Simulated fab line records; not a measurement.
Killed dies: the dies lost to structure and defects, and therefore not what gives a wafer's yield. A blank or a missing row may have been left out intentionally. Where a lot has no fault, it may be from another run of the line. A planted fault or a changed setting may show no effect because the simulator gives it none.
Which tool was responsible? | flow sky130 | Sampling: 12 lots, 36 wafers, 4 of 708 route steps

== WHAT THE GAUGES SHOWED, per wafer ==
SKY_POLY_GATE_THK_MEAS_21.
lot  | measured     | on            | POLY_GATE_OXIDATION_THK (nm)
L753 | day 16 09:02 | film_metro-01 | 3.99 3.98 3.96
L754 | day 16 17:11 | film_metro-03 | 4.02 3.92 3.96
L755 | day 16 23:20 | film_metro-03 | 4.04 4.00 3.96
L756 | day 17 12:58 | film_metro-02 | 3.81 3.95 3.95
L757 | day 17 19:57 | film_metro-03 | 3.87 3.92 3.94
L758 | day 18 07:41 | film_metro-03 | 3.84 3.90 3.91
L759 | day 18 10:38 | film_metro-03 | 3.93 3.92 3.93
L760 | day 19 03:07 | film_metro-03 | 4.03 4.12 4.06
L761 | day 19 20:11 | film_metro-01 | 4.10 4.09 4.09
L762 | day 20 02:37 | film_metro-01 | 3.97 4.06 3.98
L763 | day 20 06:50 | film_metro-01 | 4.11 4.06 4.12
L764 | day 20 12:14 | film_metro-01 | 4.06 4.07 4.17

SKY_LDD_HVP_OVL_MEAS_07.
lot  | measured     | on         | LDD_HVP_OVL (nm)
L753 | day 21 11:29 | overlay-01 | 1.1 1.4 0.9
L754 | day 21 16:50 | overlay-02 | 0.2 1.8 -0.4
L755 | day 22 02:44 | overlay-02 | 1.3 0.2 -0.2
L756 | day 22 15:25 | overlay-01 | 0.3 0.5 0.3
L757 | day 22 23:09 | overlay-02 | 2.9 2.7 3.9
L758 | day 23 11:45 | overlay-01 | 2.1 -0.2 1.1
L759 | day 23 12:57 | overlay-02 | 2.0 1.1 2.8
L760 | day 24 06:23 | overlay-02 | -1.8 -0.1 0.3
L761 | day 24 21:38 | overlay-01 | -0.2 0.5 1.3
L762 | day 25 02:56 | overlay-02 | 3.4 2.3 3.6
L763 | day 25 08:57 | overlay-01 | 1.9 1.5 1.7
L764 | day 25 13:43 | overlay-01 | 1.0 -0.9 1.4

SKY_LDD_LDN_TW_MEAS_13.
lot  | measured     | on            | LDD_LDN_TW
L753 | day 22 18:26 | film_metro-03 | 1506 1500 1509
L754 | day 23 00:02 | film_metro-04 | 1461 1468 1462
L755 | day 23 09:50 | film_metro-03 | 1499 1498 1502
L756 | day 23 21:50 | film_metro-01 | 1464 1463 1461
L757 | day 24 05:57 | film_metro-03 | 1498 1490 1492
L758 | day 24 18:07 | film_metro-03 | 1503 1498 1486
L759 | day 24 19:11 | film_metro-03 | 1497 1502 1501
L760 | day 25 12:55 | film_metro-04 | 1465 1467 1461
L761 | day 26 03:47 | film_metro-03 | 1442 1434 1441
L762 | day 26 08:40 | film_metro-03 | 1436 1436 1445
L763 | day 26 15:13 | film_metro-03 | 1436 1442 1444
L764 | day 26 19:20 | film_metro-04 | 1414 1416 1414

== EACH LOT AND THE TOOL THAT RAN IT (in order: tool; ch and the chambers of the sampled wafers; start) ==
lot  | SKY_LDD_LDN_IMPLANT_09
L753 | implanter-01 ch 0, day 22 17:53
L754 | implanter-01 ch 0, day 22 23:30
L755 | implanter-03 ch 0, day 23 09:17
L756 | implanter-01 ch 0, day 23 21:18
L757 | implanter-04 ch 0, day 24 05:26
L758 | implanter-01 ch 0, day 24 17:35
L759 | implanter-04 ch 0, day 24 18:39
L760 | implanter-04 ch 0, day 25 12:22
L761 | implanter-01 ch 0, day 26 03:15
L762 | implanter-03 ch 0, day 26 08:08
L763 | implanter-04 ch 0, day 26 14:41
L764 | implanter-03 ch 0, day 26 18:47
- SKY_LDD_LDN_IMPLANT_09

== AS READ BY THE TOOLS THEMSELVES (means over the sampled wafers that have a number; for cases with no such wafer, the mark the record gives instead) ==
SKY_LDD_LDN_IMPLANT_09.
lot  | tool         | rotation_deg (degrees)
L753 | implanter-01 | 112.97
L754 | implanter-01 | 113.02
L755 | implanter-03 | 113.01
L756 | implanter-01 | 112.98
L757 | implanter-04 | 113.02
L758 | implanter-01 | 112.99
L759 | implanter-04 | 113.01
L760 | implanter-04 | 112.99
L761 | implanter-01 | 112.99
L762 | implanter-03 | 112.99
L763 | implanter-04 | 113.00
L764 | implanter-03 | 113.00

== THE ANSWER, worked out from the rows above alone ==
Rule: the usual values come from the lots themselves. The widest of any qualifying gaps counts: lots, ordered by their means at a reading, are off when they make up no more than a third of the lots, leave a main group of 4 or more, and stand apart from it by 3 or more times the standard deviation of that group's means. The tables above print the reading to a certain number of digits; a main group whose means all agree to those digits is not used. Also off: a lot with no number at a reading for which 4 or more lots have one. Any other lot the step has rows for is counted as sound. Order of review: gauges by route order, followed by the tools' own readings, for which a lot's mean as printed above is used. The first step at which some lot is off is used, and at that step the reading that is off furthest; a lot without a number counts as furthest.
Across all readings shown, no lot is off: no conclusion can be drawn from this.

== WHAT THE SIMULATOR HAD INSERTED ==
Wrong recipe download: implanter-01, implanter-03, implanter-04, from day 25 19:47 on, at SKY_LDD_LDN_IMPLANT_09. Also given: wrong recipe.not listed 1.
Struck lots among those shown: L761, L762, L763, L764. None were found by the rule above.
